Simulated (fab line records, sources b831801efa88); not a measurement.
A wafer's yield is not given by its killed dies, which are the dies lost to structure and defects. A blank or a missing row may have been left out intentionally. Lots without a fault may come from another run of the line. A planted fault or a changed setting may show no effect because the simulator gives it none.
The tool behind it: which one? -- flow gf180mcu -- 7 lots with 21 wafers sampled at 2 steps, on a route of 602 steps

== WHAT THE GAUGES READ, wafer by wafer ==
GF_M1_RS_MEAS_05: measurement is done with a four-point probe.
lot,measured,on,M1_ALCU_RS (ohm/sq)
L884,day 16 21:14,film-metro-04,0.0676 0.0698 0.0673
L886,day 17 12:54,film-metro-01,0.0712 0.0724 0.0709
L889,day 18 18:04,film-metro-01,0.0706 0.0714 0.0712
L892,day 20 09:44,film-metro-01,0.0691 0.0707 0.0686
L898,day 22 09:07,film-metro-03,0.0710 0.0688 0.0711
L901,day 23 05:26,film-metro-03,0.0676 0.0694 0.0696

== TOOL THAT RAN EACH LOT (tool first, then ch and the chambers of the sampled wafers, then the start) ==
lot,GF_HV_LDD_DEVELOP_06
L884,"litho-track-02 ch 0, day 10 13:54"
L886,"litho-track-02 ch 0, day 11 02:59"
L889,"litho-track-02 ch 0, day 12 02:42"
L892,"litho-track-04 ch 0, day 13 13:01"
L896,"litho-track-04, day 14 10:52"
L898,"litho-track-01 ch 0, day 15 03:43"
L901,"litho-track-04 ch 0, day 16 01:17"
- GF_HV_LDD_DEVELOP_06: develop time 60 s.

== THE ANSWER, worked out from the rows above alone ==
Rule: usual is defined by the lots themselves. The widest of any qualifying gaps counts: lots, ordered by their means at a reading, are off when they make up no more than a third of the lots, leave a main group of 4 or more, and stand apart from it by 3 or more times the standard deviation of that group's means. Not used: any main group whose means are identical at the precision the tables above print for the reading. Also off: a lot with no number at a reading for which 4 or more lots have one. Any other lot the step has rows for is counted as sound.
Nothing can be told from this: no lot is off at any reading shown.

== WHAT THE SIMULATOR HAD PUT IN ==
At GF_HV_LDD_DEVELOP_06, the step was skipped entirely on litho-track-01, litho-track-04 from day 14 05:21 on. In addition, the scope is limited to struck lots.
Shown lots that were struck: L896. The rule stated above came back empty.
